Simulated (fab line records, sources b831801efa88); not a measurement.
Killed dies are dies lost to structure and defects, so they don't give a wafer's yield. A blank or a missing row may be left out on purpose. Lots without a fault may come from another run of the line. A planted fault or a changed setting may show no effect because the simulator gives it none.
fab line records | flow sky130
record lots=7 wafers=21 last_day=50
route steps=708 shown METAL3@556 PAD_OPEN@708
lots that met no fault: from a run of the same line without faults
start_h: hours from the record's first day to the start of the lot's first wafer shown | wait_h: hours since the lot's step before | " the same as in the row above | L1.1+2: a row that stands for several wafers | - no value, or no start given | * or withheld: withheld | < > ~ a bound
route shown NAME@n: a module of which the file shows steps, and the number in the route of the first | usual: mean/standard deviation of fault-free wafers | same: alike in all rows | chamber/n: place in a boat | sites: the reading at each site | _std_site: their standard deviation | _edge_site: outer sites' mean less inner sites' | radius_mm: how far each site lies from the wafer's centre | mask NAME#n: copy n | behind: the tool/chamber that last shaped the wafer | hold: why the lot was held/for how many hours/how that ended | device: the transistor (n, p or np) that didn't switch | end of line: the same wafers' tests at the end of the route | a step without rows: its recipe alone | killed: dies lost to structure and defects at the first sort, not the wafer's yield | map: a wafer's dies, x killed, . not, _ none there
set.NAME: the setting as run; set.NAME@STEP: as run at that earlier step | model.NAME: the simulator's own value behind a step, which no gauge read
lots at some steps of the route; a table a step, a row a wafer
services: from which hour (start_h, from the record's first day; less than 0 if before it) a tool's chamber was out of use, for how many hours, and why
## steps
# step SKY_METAL3_HMDS_06
# recipe prime_time_s=60 prime_temp_c=120
# step SKY_METAL3_COAT_07
# recipe resist=BARC temp_c=withheld time_s=withheld spin_rpm=3000 resist_thk_nm=60
# step SKY_METAL3_COAT_08
# recipe resist=KrF-thick spin_rpm=3000 resist_thk_nm=1140
# step SKY_METAL3_SOFTBAKE_09
# recipe temp_c=100 time_s=90 resist=KrF-thick
# step SKY_METAL3_EXPOSE_10
# recipe mask_id=MM3 na=0.68 source_shape=annular sigma_inner=0.4 sigma_outer=0.8 target_cd_nm=300 dose_mj=28
# step SKY_METAL3_PEB_11
# recipe peb_temp_c=withheld peb_time_s=withheld resist=KrF-thick
# step SKY_METAL3_DEVELOP_12
# recipe develop_time_s=60 resist=KrF-thick dev_temp_c=21
# step SKY_METAL3_CD_MEAS_13
# recipe target_cd_nm=300
# usual cd_nm=300.3/1.4
# columns lot.wafer tool chamber start_h wait_h cd_nm
L585.2 cd_sem-02 - 918.87 - 300.6
L585.3 " - " " 300.7
L585.5 " - " " 299.7
L590.2 cd_sem-02 - 946.60 - 298.9
L590.4 " - " " 300.3
L590.6 " - " " 300.1
L595.2 cd_sem-02 - 980.05 - 302.5
L595.4 " - " " 301.9
L595.5 " - " " 302.5
L600.1 cd_sem-02 - 1016.85 - 302.4
L600.2 " - " " 303.1
L600.6 " - " " 302.5
L601.2 cd_sem-02 - 1018.22 - 300.8
L601.3 " - " " 302.4
L601.5 " - " " 301.5
L602.1 cd_sem-01 - 1028.73 - 299.9
L602.2 " - " " 301.8
L602.4 " - " " 301.6
L608.1 cd_sem-02 - 1059.13 - 301.1
L608.4 " - " " 301.6
L608.6 " - " " 301.2
# step SKY_METAL3_OVL_MEAS_14
# usual METAL3_OVL=-1/5
# columns lot.wafer tool chamber start_h wait_h METAL3_OVL[nm]
L585.2 overlay-02 - 918.98 0.1 -2
L585.3 " - " " 0
L585.5 " - " " 0
L590.2 overlay-01 - 946.71 0.1 4
L590.4 " - " " 6
L590.6 " - " " 6
L595.2 overlay-02 - 980.16 0.1 -6
L595.4 " - " " -2
L595.5 " - " " 2
L600.1 overlay-02 - 1016.97 0.1 -5
L600.2 " - " " 3
L600.6 " - " " -9
L601.2 overlay-01 - 1018.33 0.1 5
L601.3 " - " " 2
L601.5 " - " " 6
L602.1 overlay-01 - 1028.85 0.1 -6
L602.2 " - " " -9
L602.4 " - " " -7
L608.1 overlay-02 - 1059.25 0.1 0
L608.4 " - " " -1
L608.6 " - " " -4
# step SKY_METAL3_DESCUM_15
# recipe chemistry=O2 source_power_w=150 bias_power_w=0 pressure_mtorr=10 temp_c=40 time_s=8
# usual drypump_motor_current_A=5.4/0.45 oes_product_au=1.003/0.011
# columns lot.wafer tool chamber start_h wait_h drypump_motor_current_A oes_product_au rf_hours_counter_h
L585.2 rie_metal-03 0 919.02 0.0 5.8 1.020 -
L585.3 " 0 " " 5.8 1.020 -
L585.5 " 0 " " 5.8 1.024 -
L590.2 rie_metal-02 1 946.74 0.0 4.7 0.981 10
L590.4 " 0 " " 6.0 0.999 -
L590.6 " 0 " " 6.0 1.009 -
L595.2 rie_metal-01 0 980.19 0.0 5.6 1.000 16
L595.4 " 0 " " 5.6 1.009 -
L595.5 " 0 " " 5.6 1.007 -
L600.1 rie_metal-02 0 1017.01 0.0 6.0 1.007 8
L600.2 " 1 " " 4.6 0.996 14
L600.6 " 0 " " 6.0 1.011 -
L601.2 rie_metal-02 0 1018.36 0.0 6.0 1.013 8
L601.3 " 1 " " 4.7 1.001 -
L601.5 " 1 " " 4.7 1.000 -
L602.1 rie_metal-02 1 1028.89 0.0 4.7 1.004 14
L602.2 " 0 " " 6.0 1.015 9
L602.4 " 0 " " 6.0 1.014 -
L608.1 rie_metal-01 0 1059.29 0.0 5.5 0.998 22
L608.4 " 0 " " 5.6 0.997 -
L608.6 " 0 " " 5.6 1.004 -
# step SKY_METAL3_ETCH_16
# recipe chemistry=N2/H2 target=BARC ion_energy_ev=200 bias_w=100 pressure_mtorr=30 n2_flow_sccm=100 h2_flow_sccm=200 icp_w=500 stop_on=SiO2 time_s=88.2 target_depth_a=600
# usual drypump_motor_current_A=5.4/0.46 oes_product_au=0.626/0.0047 throttle_valve_pct=13.205/0.0093
# columns lot.wafer tool chamber start_h wait_h drypump_motor_current_A oes_product_au rf_hours_counter_h throttle_valve_pct
L585.2 rie_metal-03 0 919.10 0.1 5.8 0.625 - 13.208
L585.3 " 0 " " 5.8 0.628 - 13.206
L585.5 " 0 " " 5.8 0.631 - 13.191
L590.2 rie_metal-02 1 946.77 0.0 4.7 0.625 10 13.202
L590.4 " 0 " " 6.0 0.628 - 13.204
L590.6 " 0 " " 6.0 0.619 - 13.204
L595.2 rie_metal-01 0 980.22 0.0 5.6 0.621 17 13.200
L595.4 " 0 " " 5.6 0.632 - 13.194
L595.5 " 0 " " 5.6 0.631 - 13.208
L600.1 rie_metal-02 0 1017.04 0.0 6.0 0.627 8 13.209
L600.2 " 1 " " 4.7 0.631 14 13.205
L600.6 " 0 " " 6.0 0.624 - 13.208
L601.2 rie_metal-02 0 1018.39 0.0 6.0 0.620 8 13.206
L601.3 " 1 " " 4.7 0.622 - 13.213
L601.5 " 1 " " 4.7 0.633 - 13.194
L602.1 rie_metal-02 1 1028.92 0.0 4.7 0.622 14 13.201
L602.2 " 0 " " 6.0 0.625 9 13.199
L602.4 " 0 " " 6.0 0.628 - 13.213
L608.1 rie_metal-01 0 1059.32 0.0 5.6 0.631 22 13.205
L608.4 " 0 " " 5.6 0.629 - 13.218
L608.6 " 0 " " 5.6 0.625 - 13.204
# step SKY_METAL3_ETCH_17
# recipe target=SiO2 stop_on=TiN chemistry=C4F8/O2/Ar source_w=1500 bias_w=1200 pressure_mtorr=40 c4f8_flow_sccm=withheld O2_flow_sccm=6 Ar_flow_sccm=300 time_s=3.9 target_depth_a=150
# usual oes_product_au=0.754/0.0062
# columns lot.wafer tool chamber start_h wait_h oes_product_au
L585.2 rie_diel-04 1 919.27 0.1 0.755
L585.3 " 3 " " 0.755
L585.5 " 3 " " 0.749
L590.2 rie_diel-04 1 946.87 0.1 0.748
L590.4 " 2 " " 0.753
L590.6 " 2 " " 0.759
L595.2 rie_diel-04 0 980.32 0.1 0.749
L595.4 " 3 " " 0.748
L595.5 " 1 " " 0.757
L600.1 rie_diel-04 2 1017.14 0.1 0.752
L600.2 " 0 " " 0.746
L600.6 " 2 " " 0.749
L601.2 rie_diel-01 2 1018.49 0.1 0.750
L601.3 " 3 " " 0.753
L601.5 " 3 " " 0.756
L602.1 rie_diel-04 2 1029.02 0.1 0.747
L602.2 " 1 " " 0.751
L602.4 " 3 " " 0.752
L608.1 rie_diel-03 3 1059.42 0.1 0.755
L608.4 " 2 " " 0.752
L608.6 " 1 " " 0.759
# step SKY_METAL3_METAL_ETCH_18
# recipe target_depth_a=8450 stop_on=SiO2 over_etch_frac=0.3 time_s=183.1 chemistry=Cl2/BCl3 resist_sidewall_deg=88 pressure_mtorr=9.734 icp_w=900 bias_w=48.5 Cl2_flow_sccm=60 bcl3_flow_sccm=30
# usual bcl3_flow_sccm=30.00/0.096 drypump_motor_current_A=5.4/0.44 mfc_cl2_sccm=60.02/0.17 oes_product_au=0.867/0.0066 throttle_valve_pct=22.589/0.0086
# columns lot.wafer tool chamber start_h wait_h bcl3_flow_sccm drypump_motor_current_A mfc_cl2_sccm oes_product_au rf_hours_counter_h throttle_valve_pct model.KrF-thick_of_METAL3_COAT_08.thk_nm model.METAL3.cd_nm model.SiO2_of_VIA2_HDPCVD_00.thk_nm
L585.2 rie_metal-01 1 919.28 0.0 29.93 5.1 60.00 0.879 8 22.584 524.4 301.5 465.6
L585.3 " 1 " " 29.91 5.1 60.06 0.862 - 22.582 525.1 300.5 465
L585.5 " 1 " " 29.89 5.1 60.08 0.872 - 22.606 524 299.2 466.1
L590.2 rie_metal-01 1 946.89 0.0 29.89 5.0 60.18 0.866 10 22.585 537.8 298.7 466.4
L590.4 " 1 " " 29.93 5.0 60.16 0.860 - 22.581 536.4 305.1 466.8
L590.6 " 1 " " 30.10 5.1 60.24 0.869 - 22.579 531.5 300.1 464.7
L595.2 rie_metal-03 1 980.34 0.0 29.98 5.2 60.11 0.867 2 22.591 528.3 302.3 466.6
L595.4 " 1 " " 30.00 5.3 59.74 0.866 - 22.597 525.7 305.2 467.7
L595.5 " 0 " " 29.95 5.8 59.89 0.864 - 22.584 510.9 300.4 466
L600.1 rie_metal-03 0 1017.16 0.0 30.13 5.8 60.24 0.862 19 22.589 517.1 303.8 463.3
L600.2 " 1 " " 29.96 5.2 59.69 0.857 4 22.582 620.1 312.6 469.2
L600.6 " 0 " " 30.16 5.8 59.95 0.860 - 22.586 516.8 301.8 464.5
L601.2 rie_metal-03 1 1018.51 0.0 30.18 5.2 60.48 0.866 5 22.594 612.8 313.4 468.9
L601.3 " 1 " " 30.22 5.2 60.33 0.865 - 22.608 619.1 310.9 469.5
L601.5 " 1 " " 30.01 5.2 60.20 0.874 - 22.588 622 308.4 469.9
L602.1 rie_metal-03 0 1029.04 0.0 30.17 5.8 59.93 0.854 20 22.569 513.1 295.7 462.6
L602.2 " 1 " " 29.85 5.2 59.78 0.859 5 22.591 610.2 315.7 468.2
L602.4 " 1 " " 30.06 5.2 59.78 0.860 - 22.604 609.2 315.4 468
L608.1 rie_metal-02 1 1059.44 0.0 29.97 4.7 59.99 0.882 16 22.582 524.9 296.7 464.6
L608.4 " 0 " " 30.10 6.0 59.74 0.877 - 22.587 515.6 300.4 464
L608.6 " 0 " " 29.95 6.0 60.11 0.868 - 22.600 516.4 300.3 463.4
# step SKY_METAL3_STRIP_19
# recipe chemistry=O2/N2 power_w=1400 pressure_mtorr=1500 platen_temp_c=withheld o2_flow_sccm=3000 n2_flow_sccm=300 overash_fraction=0.5
# usual drypump_motor_current_A=5.7/0.39 oes_product_au=0.502/0.0062 strip_time_to_endpoint_s=6.52/0.085
# columns lot.wafer tool chamber start_h wait_h drypump_motor_current_A oes_product_au rf_hours_counter_h strip_time_to_endpoint_s
L585.2 plasma_asher-02 1 919.46 0.1 6.5 0.504 18 6.50
L585.3 " 1 " " 6.5 0.502 - 6.52
L585.5 " 0 " " 6.1 0.506 - 6.51
L590.2 plasma_asher-03 0 947.06 0.1 5.3 0.515 84 6.65
L590.4 " 1 " " 5.5 0.509 - 6.62
L590.6 " 1 " " 5.5 0.498 - 6.58
L595.2 plasma_asher-01 0 980.51 0.1 5.5 0.509 55 6.57
L595.4 " 1 " " 6.1 0.500 - 6.53
L595.5 " 1 " " 6.1 0.494 - 6.37
L600.1 plasma_asher-03 1 1017.33 0.1 5.5 0.500 91 6.43
L600.2 " 0 " " 5.3 0.541 91 7.46
L600.6 " 1 " " 5.5 0.509 - 6.42
L601.2 plasma_asher-03 0 1018.68 0.1 5.3 0.537 91 7.39
L601.3 " 1 " " 5.5 0.534 - 7.46
L601.5 " 0 " " 5.3 0.546 - 7.47
L602.1 plasma_asher-02 0 1029.21 0.1 6.1 0.503 29 6.40
L602.2 " 1 " " 6.5 0.538 29 7.37
L602.4 " 1 " " 6.5 0.532 - 7.34
L608.1 plasma_asher-03 1 1059.61 0.1 5.5 0.502 95 6.51
L608.4 " 0 " " 5.3 0.497 - 6.42
L608.6 " 1 " " 5.5 0.496 - 6.43
# step SKY_METAL3_STRIP_20
# recipe chemistry=post_etch_residue_remover time_s=1200 temp_c=72.5
# step SKY_PAD_OPEN_PROBE_99
# columns lot.wafer tool chamber start_h wait_h model.etest.met3.width_nm model.etest.met3_comb.leak_log10_a_um model.etest.met3.line_ohm_um
L585.2 prober-02 - 1088.17 0.1 302.7 -11.81 0.1396
L585.3 prober-02 - 1088.22 0.2 302.2 -12.17 0.1403
L585.5 prober-02 - 1088.32 0.2 299.7 -12 0.1404
L590.2 prober-01 - 1113.75 0.1 298.4 -12.1 0.1429
L590.4 prober-01 - 1113.85 0.2 309 -11.88 0.1371
L590.6 prober-01 - 1113.95 0.2 300.6 -11.92 0.1387
L595.2 prober-02 - 1139.81 0.1 302.5 -12.04 0.1426
L595.4 prober-02 - 1139.91 0.2 306.7 -12.14 0.1404
L595.5 prober-02 - 1139.96 0.2 301.2 -11.96 0.1426
L600.1 prober-01 - 1170.08 0.1 303.4 -12.07 0.1443
L600.2 prober-01 - 1170.13 0.1 310.1 -11.95 0.1412
L600.6 prober-01 - 1170.33 0.2 303.6 -11.89 0.1425
L601.2 prober-02 - 1172.00 0.1 310.8 -10.54 0.1356
L601.3 prober-02 - 1172.05 0.2 312.4 -10.87 0.1372
L601.5 prober-02 - 1172.15 0.2 305.7 -9.792 0.1391
L602.1 prober-01 - 1179.13 0.1 293.7 -12.09 0.149
L602.2 prober-01 - 1179.18 0.1 315.8 -11.95 0.1361
L602.4 prober-01 - 1179.28 0.2 315.4 -12.08 0.1369
L608.1 prober-01 - 1202.74 0.1 298.2 -12.03 0.1403
L608.4 prober-01 - 1202.89 0.2 299.9 -11.76 0.1408
L608.6 prober-01 - 1202.99 0.2 298 -11.83 0.139
# killed by level:class
L585.2 VIA1:geometric_particle:open=12 LI_CONTACT:geometric_particle:open=8 VIA3:geometric_particle:open=7 FIELD_ISO:geometric_particle:short=6 CONTACT:geometric_particle:open=6 VIA1:geometric_particle:short=6 FIELD_ISO:geometric_particle:open=5 LOCAL_INTERCONNECT:geometric_particle:short=5
L585.3 VIA1:geometric_particle:open=10 CONTACT:geometric_particle:short=6 CONTACT:geometric_particle:open=6 METAL4:geometric_particle:short=6 POLY_GATE:geometric_particle:short=5 VIA2:geometric_particle:open=5 VIA3:geometric_particle:open=5 LI_CONTACT:geometric_particle:open=4
L585.5 VIA1:geometric_particle:short=13 VIA1:geometric_particle:open=8 LI_CONTACT:geometric_particle:open=6 VIA2:geometric_particle:open=6 VIA3:geometric_particle:open=5 METAL2:geometric_particle:short=5 CONTACT:geometric_particle:short=5 CONTACT:geometric_particle:open=5
L590.2 VIA1:geometric_particle:open=13 VIA3:geometric_particle:open=7 CONTACT:geometric_particle:short=6 CONTACT:geometric_particle:open=6 LI_CONTACT:geometric_particle:open=5 METAL2:geometric_particle:short=5 VIA1:geometric_particle:short=4 VIA2:geometric_particle:open=4
L590.4 CONTACT:geometric_particle:open=10 VIA1:geometric_particle:open=9 VIA3:geometric_particle:short=6 METAL2:geometric_particle:short=5 CONTACT:geometric_particle:short=4 METAL3:geometric_particle:short=4 METAL4:geometric_particle:short=4 FIELD_ISO:geometric_particle:open=3
L590.6 VIA1:geometric_particle:open=11 METAL2:geometric_particle:short=10 LI_CONTACT:geometric_particle:open=9 CONTACT:geometric_particle:open=9 VIA2:geometric_particle:open=8 VIA3:geometric_particle:open=8 CONTACT:geometric_particle:short=5 FIELD_ISO:geometric_particle:open=4
L595.2 VIA1:geometric_particle:open=14 FIELD_ISO:geometric_particle:short=8 CONTACT:geometric_particle:short=8 CONTACT:geometric_particle:open=8 VIA2:geometric_particle:open=8 VIA1:geometric_particle:short=8 LI_CONTACT:geometric_particle:open=7 VIA3:geometric_particle:open=7
L595.4 VIA1:geometric_particle:open=14 LOCAL_INTERCONNECT:geometric_particle:short=9 CONTACT:geometric_particle:open=9 VIA3:geometric_particle:open=9 VIA2:geometric_particle:open=6 FIELD_ISO:geometric_particle:open=5 POLY_GATE:geometric_particle:short=5 LI_CONTACT:geometric_particle:open=4
L595.5 METAL2:geometric_particle:short=9 VIA1:geometric_particle:open=7 METAL1:geometric_particle:short=6 LI_CONTACT:geometric_particle:open=6 CONTACT:geometric_particle:open=6 CONTACT:geometric_particle:short=5 VIA3:geometric_particle:open=5 POLY_GATE:geometric_particle:open=3
L602.1 VIA1:geometric_particle:open=12 CONTACT:geometric_particle:open=8 VIA1:geometric_particle:short=8 FIELD_ISO:geometric_particle:short=5 FIELD_ISO:geometric_particle:open=5 VIA3:geometric_particle:open=5 VIA2:geometric_particle:open=5 POLY_GATE:geometric_particle:open=4
L602.2 VIA1:geometric_particle:open=12 METAL1:geometric_particle:short=9 CONTACT:geometric_particle:open=8 FIELD_ISO:geometric_particle:open=7 VIA3:geometric_particle:open=7 CONTACT:geometric_particle:short=6 LI_CONTACT:geometric_particle:open=6 FIELD_ISO:geometric_particle:short=5
L602.4 VIA1:geometric_particle:open=9 LI_CONTACT:geometric_particle:open=8 CONTACT:geometric_particle:open=8 FIELD_ISO:geometric_particle:open=6 VIA2:geometric_particle:open=6 POLY_GATE:geometric_particle:short=5 METAL1:geometric_particle:short=5 VIA3:geometric_particle:open=5
L608.1 VIA1:geometric_particle:open=10 CONTACT:geometric_particle:open=7 VIA3:geometric_particle:open=6 METAL1:geometric_particle:short=5 FIELD_ISO:geometric_particle:open=4 LI_CONTACT:geometric_particle:open=4 METAL2:geometric_particle:short=4 LOCAL_INTERCONNECT:geometric_particle:short=4
L608.4 VIA1:geometric_particle:open=10 CONTACT:geometric_particle:open=8 LI_CONTACT:geometric_particle:open=6 METAL3:geometric_particle:short=6 METAL1:geometric_particle:short=5 LOCAL_INTERCONNECT:geometric_particle:short=5 METAL4:geometric_particle:short=5 FIELD_ISO:geometric_particle:open=4
L608.6 VIA1:geometric_particle:open=14 VIA1:geometric_particle:short=8 VIA3:geometric_particle:open=8 METAL1:geometric_particle:short=7 POLY_GATE:geometric_particle:open=6 CONTACT:geometric_particle:open=5 VIA2:geometric_particle:open=4 POLY_GATE:geometric_particle:short=4
## services
# columns tool chamber start_h hours kind
rie_diel-01 1 905.83 6.2 repair
rie_diel-03 - 907.36 2.8 pm
rie_metal-03 1 909.23 - clean
rie_metal-03 1 909.23 18.8 scheduled_down
rie_metal-03 1 909.23 18.8 vent_cycle
rie_diel-03 - 916.64 0.3 repair
plasma_asher-03 - 926.67 0.9 repair
rie_diel-01 3 928.80 8.2 repair
rie_diel-03 1 953.66 2.6 repair
plasma_asher-03 - 959.34 0.5 repair
rie_diel-03 1 977.87 9.7 repair
rie_metal-02 - 990.33 2.1 repair
rie_diel-03 3 991.82 18.7 repair
plasma_asher-01 - 995.40 2.4 repair
plasma_asher-02 - 1006.36 1.4 repair
rie_diel-01 1 1009.39 1.5 repair
rie_diel-03 - 1018.89 0.9 repair
rie_diel-01 1 1028.38 5.7 repair
rie_diel-04 0 1036.17 30.6 repair
plasma_asher-01 - 1053.19 1.4 repair
rie_metal-03 0 1053.22 - clean
rie_metal-03 0 1053.22 16.4 scheduled_down
rie_metal-03 0 1053.22 16.4 vent_cycle
rie_diel-04 2 1056.32 3.3 repair
## key
first_sign step=SKY_METAL3_STRIP_19 reading=strip_time_to_endpoint_s direction=up sigmas=11 usual=* struck=*
effect step=SKY_METAL3_STRIP_19 reading=oes_product_au direction=up sigmas=5.8 usual=0.502 struck=0.538
model_effect step=SKY_METAL3_METAL_ETCH_18 value=KrF-thick_of_METAL3_COAT_08.thk_nm without=526.9 struck=615.6
model_effect step=SKY_PAD_OPEN_PROBE_99 value=etest.met3.width_nm without=302 struck=311.7
met_at SKY_METAL3_METAL_ETCH_18
struck_wafers L600.2,L601.2,L601.3,L601.5,L602.2,L602.4
sort_left_out L600.2,L601.2,L601.3,L601.5
onset_between 980.34 1017.16
fault kind=process_parameter_drift tool=rie_metal-03 chamber=1 onset_h=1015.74 steps=SKY_METAL3_METAL_ETCH_18 channel=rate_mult offset=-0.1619 shape=step end_h=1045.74
# sort_left_out: the simulated sort isn't trusted on such a fault, so these wafers' sort isn't shown, and their yield isn't known
